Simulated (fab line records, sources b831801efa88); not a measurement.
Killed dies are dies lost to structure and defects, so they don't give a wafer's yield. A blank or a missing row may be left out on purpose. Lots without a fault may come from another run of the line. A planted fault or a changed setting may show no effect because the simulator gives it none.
Which tool did it? | flow gf180mcu | 13 lots, 39 wafers sampled, at 5 steps of a route of 602

WHAT THE GAUGES READ, wafer by wafer
GF_SAB_CD_MEAS_09: target cd 420 nm.
lot  | measured     | on        | cd_nm (nm)
L393 | day 15 18:08 | cd_sem-01 | 415.4 415.8 414.9
L395 | day 16 00:33 | cd_sem-01 | 420.3 420.8 417.4
L397 | day 17 09:18 | cd_sem-02 | 418.4 418.9 418.1
L399 | day 17 17:01 | cd_sem-02 | 419.4 420.4 418.5
L400 | day 18 02:14 | cd_sem-01 | 419.7 420.0 420.4
L401 | day 18 13:26 | cd_sem-01 | 420.4 420.2 423.5
L404 | day 19 13:50 | cd_sem-01 | 420.1 420.0 417.7
L407 | day 20 11:58 | cd_sem-02 | 419.2 417.2 416.2
L408 | day 20 21:13 | cd_sem-02 | 419.3 419.8 419.7
L409 | day 21 04:58 | cd_sem-01 | 420.9 419.9 420.3
L410 | day 21 17:19 | cd_sem-01 | 422.6 422.1 422.8
L413 | day 22 13:03 | cd_sem-01 | 423.6 421.6 418.7
L415 | day 23 05:12 | cd_sem-01 | 420.2 419.4 422.2

GF_CONTACT_CD_MEAS_14: target cd 220 nm.
lot  | measured     | on        | cd_nm (nm)
L393 | day 16 18:40 | cd_sem-01 | 219.0 217.5 217.8
L395 | day 17 00:26 | cd_sem-02 | 220.5 219.7 219.8
L397 | day 18 09:57 | cd_sem-01 | 220.1 219.4 218.1
L399 | day 18 18:10 | cd_sem-02 | 219.6 221.0 219.8
L400 | day 19 04:17 | cd_sem-02 | 217.0 219.8 219.1
L401 | day 19 15:16 | cd_sem-02 | 220.2 220.4 221.8
L404 | day 20 15:56 | cd_sem-02 | 174.3 175.8 174.8
L407 | day 21 13:42 | cd_sem-01 | 217.3 216.0 217.0
L408 | day 21 23:01 | cd_sem-02 | 218.6 219.7 219.8
L409 | day 22 06:19 | cd_sem-02 | 222.6 222.0 222.5
L410 | day 22 18:14 | cd_sem-02 | 221.8 222.0 221.3
L413 | day 23 13:15 | cd_sem-02 | 221.1 220.4 220.6
L415 | day 24 04:49 | cd_sem-02 | 218.4 219.8 219.5

WHICH TOOL RAN EACH LOT (tool, then ch and the chambers of the sampled wafers, then the start)
lot  | GF_SALICIDE_SPUTTER_02       | GF_CONTACT_CMP_04             | GF_CONTACT_EXPOSE_11
L393 | pvd_sputter-03, day 15 18:38 | cmp-02 ch 0,2,3, day 15 19:23 | krf_scanner-01 ch 0, day 16 06:56
L395 | pvd_sputter-01, day 16 01:00 | cmp-01 ch 2,3, day 16 01:46   | krf_scanner-01 ch 0, day 16 13:49
L397 | pvd_sputter-01, day 17 09:46 | cmp-02 ch 0,3, day 17 10:33   | krf_scanner-01 ch 0, day 17 22:28
L399 | pvd_sputter-02, day 17 17:32 | cmp-01 ch 0,2,3, day 17 18:25 | krf_scanner-01 ch 0, day 18 05:52
L400 | pvd_sputter-03, day 18 02:44 | cmp-02 ch 0,1,2, day 18 03:29 | krf_scanner-01 ch 0, day 18 16:19
L401 | pvd_sputter-03, day 18 13:56 | cmp-01 ch 0,1,3, day 18 14:41 | krf_scanner-02 ch 0, day 19 03:32
L404 | pvd_sputter-01, day 19 14:20 | cmp-01 ch 2,3, day 19 15:07   | krf_scanner-01 ch 0, day 20 03:50
L407 | pvd_sputter-03, day 20 12:26 | cmp-01 ch 0,1,3, day 20 13:11 | krf_scanner-02 ch 0, day 21 01:48
L408 | pvd_sputter-02, day 20 21:42 | cmp-01 ch 0,1,3, day 20 22:28 | krf_scanner-01 ch 0, day 21 11:14
L409 | pvd_sputter-03, day 21 05:27 | cmp-02 ch 0,2,3, day 21 06:13 | krf_scanner-02 ch 0, day 21 18:50
L410 | pvd_sputter-02, day 21 17:47 | cmp-02 ch 1,2,3, day 21 18:32 | krf_scanner-01 ch 0, day 22 06:55
L413 | pvd_sputter-01, day 22 13:32 | cmp-01 ch 0,1,3, day 22 14:21 | krf_scanner-01 ch 0, day 23 02:29
L415 | pvd_sputter-01, day 23 05:41 | cmp-02 ch 0,1,3, day 23 06:32 | krf_scanner-01 ch 0, day 23 17:57
- GF_SALICIDE_SPUTTER_02: material Co, target thk 10 nm, time 20 s.
- GF_CONTACT_CMP_04: polishes SiO2.
- GF_CONTACT_EXPOSE_11: exposes mask Contact, target cd 220 nm.

WHAT THE TOOLS THEMSELVES READ (means of the sampled wafers that have a number; where no wafer has one, the mark that the record gives instead)
GF_SALICIDE_SPUTTER_02.
lot  | tool           | throttle_valve_pct (%)
L393 | pvd_sputter-03 | 30.0
L395 | pvd_sputter-01 | 29.0
L397 | pvd_sputter-01 | 29.0
L399 | pvd_sputter-02 | 31.0
L400 | pvd_sputter-03 | 30.2
L401 | pvd_sputter-03 | 30.3
L404 | pvd_sputter-01 | 29.3
L407 | pvd_sputter-03 | 30.5
L408 | pvd_sputter-02 | 30.1
L409 | pvd_sputter-03 | 30.0
L410 | pvd_sputter-02 | 29.8
L413 | pvd_sputter-01 | 29.4
L415 | pvd_sputter-01 | 29.2

GF_CONTACT_CMP_04.
lot  | tool   | motor_current_A (A) | time_to_endpoint_s (s)
L393 | cmp-02 | 11.7                | 114
L395 | cmp-01 | 11.9                | 117
L397 | cmp-02 | 12.2                | 114
L399 | cmp-01 | 12.4                | 111
L400 | cmp-02 | 11.9                | 116
L401 | cmp-01 | 11.9                | 103
L404 | cmp-01 | 12.1                | 109
L407 | cmp-01 | 11.6                | 107
L408 | cmp-01 | 11.9                | 110
L409 | cmp-02 | 11.5                | 118
L410 | cmp-02 | 12.0                | 119
L413 | cmp-01 | 11.9                | 115
L415 | cmp-02 | 11.8                | 120

GF_CONTACT_EXPOSE_11.
lot  | tool           | stage_vel_mm_s (mm/s)
L393 | krf_scanner-01 | 499.80
L395 | krf_scanner-01 | 499.90
L397 | krf_scanner-01 | 500.08
L399 | krf_scanner-01 | 499.64
L400 | krf_scanner-01 | 499.93
L401 | krf_scanner-02 | 499.94
L404 | krf_scanner-01 | 499.69
L407 | krf_scanner-02 | 499.76
L408 | krf_scanner-01 | 499.99
L409 | krf_scanner-02 | 500.09
L410 | krf_scanner-01 | 499.89
L413 | krf_scanner-01 | 500.12
L415 | krf_scanner-01 | 499.79

THE ANSWER, worked out from the rows above alone
Rule: what is usual is taken from the lots themselves. Put in order of their means at a reading, lots are off if they are a third of the lots or fewer, leave a main group of 4 or more, and stand apart from it by a gap of 3 or more times the standard deviation of the main group's means; of several such gaps the widest counts. A main group whose means are all the same, to the digits that the tables above print for the reading, isn't used. A lot without any number at a reading at which 4 lots or more have one is off too. The other lots that the step has rows for count as sound. The gauges are gone through in route order, then the tools' own readings, and for those a lot's mean is taken as printed above. The first step at which some lot is off is used, and at that step the reading that is off furthest; a lot without a number counts as furthest.
Off: L404, at GF_CONTACT_CD_MEAS_14 (cd_nm). The main group: mean 219.8 nm, standard deviation 1.5.
A tool fits if, at a process step before that reading, it ran every lot that is off, and no sound lot after the first of them. The gauges at GF_CONTACT_CD_MEAS_14 are tried like those tools. None of those tried fits.

WHAT THE SIMULATOR HAD PUT IN
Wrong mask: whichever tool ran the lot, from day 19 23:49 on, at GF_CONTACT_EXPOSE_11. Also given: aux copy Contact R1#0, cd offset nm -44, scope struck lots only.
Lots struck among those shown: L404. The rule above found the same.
